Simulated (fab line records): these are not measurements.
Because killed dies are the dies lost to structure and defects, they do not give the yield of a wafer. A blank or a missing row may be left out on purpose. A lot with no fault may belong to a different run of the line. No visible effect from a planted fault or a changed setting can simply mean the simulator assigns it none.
The tool behind it: which one? | flow sky130 | 6 lots, 18 wafers sampled, at 2 steps of a route of 708

== WHAT THE GAUGES READ, wafer by wafer ==
SKY_VIA2_CD_MEAS_12: the cd target is 200 nm.
lot  | measured     | on        | cd-nm (nm)
L494 | day 36 18:18 | cd-sem-01 | 199.5 200.2 198.9
L496 | day 37 03:50 | cd-sem-02 | 199.7 200.6 200.2
L505 | day 39 23:10 | cd-sem-01 | 197.0 199.4 199.4
L508 | day 41 06:36 | cd-sem-02 | 200.3 201.0 199.7
L511 | day 41 23:07 | cd-sem-02 | 203.8 203.7 203.3
L515 | day 43 15:57 | cd-sem-01 | 200.6 201.5 202.5

== WHAT TOOL EACH LOT RAN ON (gives the tool, then ch and the chambers of the sampled wafers, and finally the start) ==
lot  | SKY_METAL2_SPUTTER_00
L494 | pvd-sputter-04, day 34 13:08
L496 | pvd-sputter-02, day 34 21:47
L505 | pvd-sputter-04, day 37 18:34
L508 | pvd-sputter-04, day 39 03:17
L511 | pvd-sputter-01, day 39 20:53
L515 | pvd-sputter-02, day 41 15:52
- SKY_METAL2_SPUTTER_00: material Ti, target thk 15 nm, time 10 s.

== THE ANSWER, worked out from the rows above alone ==
Rule: the lots themselves supply what counts as usual. The widest of any qualifying gaps counts: lots, ordered by their means at a reading, are off when they make up no more than a third of the lots, leave a main group of 4 or more, and stand apart from it by 3 or more times the standard deviation of that group's means. Not used: any main group whose means are identical at the precision the tables above print for the reading. A lot without any number at a reading at which 4 lots or more have one is off too. The other lots that the step has rows for count as sound.
None of the lots is off at any reading shown; this tells nothing.

== WHAT THE SIMULATOR HAD INSERTED ==
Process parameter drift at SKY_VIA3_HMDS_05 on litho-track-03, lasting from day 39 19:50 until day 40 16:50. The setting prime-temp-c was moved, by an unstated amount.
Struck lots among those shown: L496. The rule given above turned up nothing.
